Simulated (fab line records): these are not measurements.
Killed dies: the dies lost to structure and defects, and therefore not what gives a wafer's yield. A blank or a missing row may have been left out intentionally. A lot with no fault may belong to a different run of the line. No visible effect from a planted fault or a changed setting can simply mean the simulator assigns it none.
Which tool is to blame? || flow gf180mcu || 13 lots with 39 wafers sampled at 3 steps, on a route of 602 steps

## WHAT THE GAUGES SHOWED, per wafer
GF_V2_THK_MEAS_01. Usual: V2_CVD_00_THK 600 nm, standard deviation 8.2.
{"lot": "L262", "measured": "day 19 03:08", "on": "film metro-04", "V2_CVD_00_THK (nm)": "617 616 593", "flag": ""}
{"lot": "L266", "measured": "day 21 01:51", "on": "film metro-02", "V2_CVD_00_THK (nm)": "587 607 585", "flag": ""}
{"lot": "L267", "measured": "day 21 02:56", "on": "film metro-04", "V2_CVD_00_THK (nm)": "600 591 607", "flag": ""}
{"lot": "L268", "measured": "day 21 23:04", "on": "film metro-01", "V2_CVD_00_THK (nm)": "603 606 587", "flag": ""}
{"lot": "L270", "measured": "day 22 06:22", "on": "film metro-02", "V2_CVD_00_THK (nm)": "597 599 597", "flag": ""}
{"lot": "L277", "measured": "day 24 21:26", "on": "film metro-02", "V2_CVD_00_THK (nm)": "609 592 609", "flag": ""}
{"lot": "L278", "measured": "day 25 11:05", "on": "film metro-02", "V2_CVD_00_THK (nm)": "595 590 598", "flag": ""}
{"lot": "L279", "measured": "day 25 12:08", "on": "film metro-04", "V2_CVD_00_THK (nm)": "597 597 599", "flag": ""}
{"lot": "L280", "measured": "day 25 16:00", "on": "film metro-04", "V2_CVD_00_THK (nm)": "602 586 594", "flag": ""}
{"lot": "L281", "measured": "day 26 04:56", "on": "film metro-04", "V2_CVD_00_THK (nm)": "596 591 599", "flag": ""}
{"lot": "L282", "measured": "day 26 10:58", "on": "film metro-01", "V2_CVD_00_THK (nm)": "606 598 590", "flag": ""}
{"lot": "L283", "measured": "day 26 14:05", "on": "film metro-01", "V2_CVD_00_THK (nm)": "604 612 603", "flag": ""}
{"lot": "L284", "measured": "day 26 19:19", "on": "film metro-02", "V2_CVD_00_THK (nm)": "601 607 589", "flag": ""}

## WHICH TOOL RAN EACH LOT (tool, then ch and the chambers of the sampled wafers, then the start)
{"lot": "L262", "GF_V1_SPUTTER_22": "pvd sputter-03, day 18 01:20", "GF_M2_SOFTBAKE_10": "litho track-02 ch 0, day 18 14:24"}
{"lot": "L266", "GF_V1_SPUTTER_22": "pvd sputter-04, day 20 00:13", "GF_M2_SOFTBAKE_10": "litho track-03 ch 0, day 20 12:42"}
{"lot": "L267", "GF_V1_SPUTTER_22": "pvd sputter-02, day 20 01:05", "GF_M2_SOFTBAKE_10": "litho track-03 ch 0, day 20 13:57"}
{"lot": "L268", "GF_V1_SPUTTER_22": "pvd sputter-04, day 20 21:38", "GF_M2_SOFTBAKE_10": "litho track-03 ch 0, day 21 10:23"}
{"lot": "L270", "GF_V1_SPUTTER_22": "pvd sputter-02, day 21 05:52", "GF_M2_SOFTBAKE_10": "litho track-02 ch 0, day 21 18:00"}
{"lot": "L277", "GF_V1_SPUTTER_22": "pvd sputter-02, day 23 22:10", "GF_M2_SOFTBAKE_10": "litho track-01 ch 0, day 24 10:04"}
{"lot": "L278", "GF_V1_SPUTTER_22": "pvd sputter-04, day 24 12:05", "GF_M2_SOFTBAKE_10": "litho track-01 ch 0, day 24 23:44"}
{"lot": "L279", "GF_V1_SPUTTER_22": "pvd sputter-02, day 24 12:38", "GF_M2_SOFTBAKE_10": "litho track-02 ch 0, day 25 00:12"}
{"lot": "L280", "GF_V1_SPUTTER_22": "pvd sputter-04, day 24 16:30", "GF_M2_SOFTBAKE_10": "litho track-03 ch 0, day 25 04:20"}
{"lot": "L281", "GF_V1_SPUTTER_22": "pvd sputter-02, day 25 05:51", "GF_M2_SOFTBAKE_10": "litho track-03 ch 0, day 25 17:09"}
{"lot": "L282", "GF_V1_SPUTTER_22": "pvd sputter-02, day 25 12:27", "GF_M2_SOFTBAKE_10": "litho track-02 ch 0, day 25 22:57"}
{"lot": "L283", "GF_V1_SPUTTER_22": "pvd sputter-03, day 25 15:29", "GF_M2_SOFTBAKE_10": "litho track-03 ch 0, day 26 02:27"}
{"lot": "L284", "GF_V1_SPUTTER_22": "pvd sputter-04, day 25 21:13", "GF_M2_SOFTBAKE_10": "litho track-03 ch 0, day 26 08:12"}
- GF_V1_SPUTTER_22: material TiN, target thk 10 nm, time 40 s.
- GF_M2_SOFTBAKE_10: time 60 s.

## AS READ BY THE TOOLS THEMSELVES (means over the sampled wafers that have a number; for cases with no such wafer, the mark the record gives instead)
GF_V1_SPUTTER_22. Usual: cathode dc power W 4000.0 W, standard deviation 0.77; throttle valve pct 30.2 %, standard deviation 0.98.
{"lot": "L262", "tool": "pvd sputter-03", "cathode dc power W (W)": 4000.3, "throttle valve pct (%)": 30.7, "flag": ""}
{"lot": "L266", "tool": "pvd sputter-04", "cathode dc power W (W)": 4000.0, "throttle valve pct (%)": 29.4, "flag": ""}
{"lot": "L267", "tool": "pvd sputter-02", "cathode dc power W (W)": 3999.3, "throttle valve pct (%)": 30.3, "flag": ""}
{"lot": "L268", "tool": "pvd sputter-04", "cathode dc power W (W)": 4000.4, "throttle valve pct (%)": 29.2, "flag": ""}
{"lot": "L270", "tool": "pvd sputter-02", "cathode dc power W (W)": 4000.4, "throttle valve pct (%)": 29.8, "flag": ""}
{"lot": "L277", "tool": "pvd sputter-02", "cathode dc power W (W)": 4000.4, "throttle valve pct (%)": 30.4, "flag": ""}
{"lot": "L278", "tool": "pvd sputter-04", "cathode dc power W (W)": 3999.1, "throttle valve pct (%)": 29.6, "flag": ""}
{"lot": "L279", "tool": "pvd sputter-02", "cathode dc power W (W)": 4000.8, "throttle valve pct (%)": 30.1, "flag": ""}
{"lot": "L280", "tool": "pvd sputter-04", "cathode dc power W (W)": 4000.6, "throttle valve pct (%)": 29.3, "flag": ""}
{"lot": "L281", "tool": "pvd sputter-02", "cathode dc power W (W)": 3999.5, "throttle valve pct (%)": 29.6, "flag": ""}
{"lot": "L282", "tool": "pvd sputter-02", "cathode dc power W (W)": 3999.8, "throttle valve pct (%)": 31.0, "flag": ""}
{"lot": "L283", "tool": "pvd sputter-03", "cathode dc power W (W)": 4000.2, "throttle valve pct (%)": 30.0, "flag": ""}
{"lot": "L284", "tool": "pvd sputter-04", "cathode dc power W (W)": 4000.3, "throttle valve pct (%)": 29.7, "flag": ""}

GF_M2_SOFTBAKE_10. Usual: run length s at 88.90 s, with a standard deviation of 0.24.
{"lot": "L262", "tool": "litho track-02", "run length s (s)": 88.72, "flag": ""}
{"lot": "L266", "tool": "litho track-03", "run length s (s)": 88.71, "flag": ""}
{"lot": "L267", "tool": "litho track-03", "run length s (s)": 92.84, "flag": "OFF"}
{"lot": "L268", "tool": "litho track-03", "run length s (s)": 92.85, "flag": "OFF"}
{"lot": "L270", "tool": "litho track-02", "run length s (s)": 88.70, "flag": ""}
{"lot": "L277", "tool": "litho track-01", "run length s (s)": 89.18, "flag": ""}
{"lot": "L278", "tool": "litho track-01", "run length s (s)": 89.15, "flag": ""}
{"lot": "L279", "tool": "litho track-02", "run length s (s)": 88.75, "flag": ""}
{"lot": "L280", "tool": "litho track-03", "run length s (s)": 88.87, "flag": ""}
{"lot": "L281", "tool": "litho track-03", "run length s (s)": 88.69, "flag": ""}
{"lot": "L282", "tool": "litho track-02", "run length s (s)": 88.76, "flag": ""}
{"lot": "L283", "tool": "litho track-03", "run length s (s)": 88.91, "flag": ""}
{"lot": "L284", "tool": "litho track-03", "run length s (s)": 88.85, "flag": ""}

## THE ANSWER, worked out from the rows above alone
Rule: take the mean of a lot's wafers that have a number; if it is more than 3 standard deviations from the usual mean, the lot is off. Also off: a lot with no number at a reading for which 4 or more lots have one. Any other lot the step has rows for is counted as sound. The gauges are gone through in route order, then the tools' own readings, and for those a lot's mean is taken as printed above. At the first step where some lot is off, the reading lying furthest off is the one used; lots without a number count as furthest.
Off: L267, L268, at GF_M2_SOFTBAKE_10 (run length s).
A tool fits if, at that step or a process step before it, it ran every lot that is off, and no sound lot after the first of them. Of those tried, none fits.

## WHAT THE SIMULATOR HAD INSERTED
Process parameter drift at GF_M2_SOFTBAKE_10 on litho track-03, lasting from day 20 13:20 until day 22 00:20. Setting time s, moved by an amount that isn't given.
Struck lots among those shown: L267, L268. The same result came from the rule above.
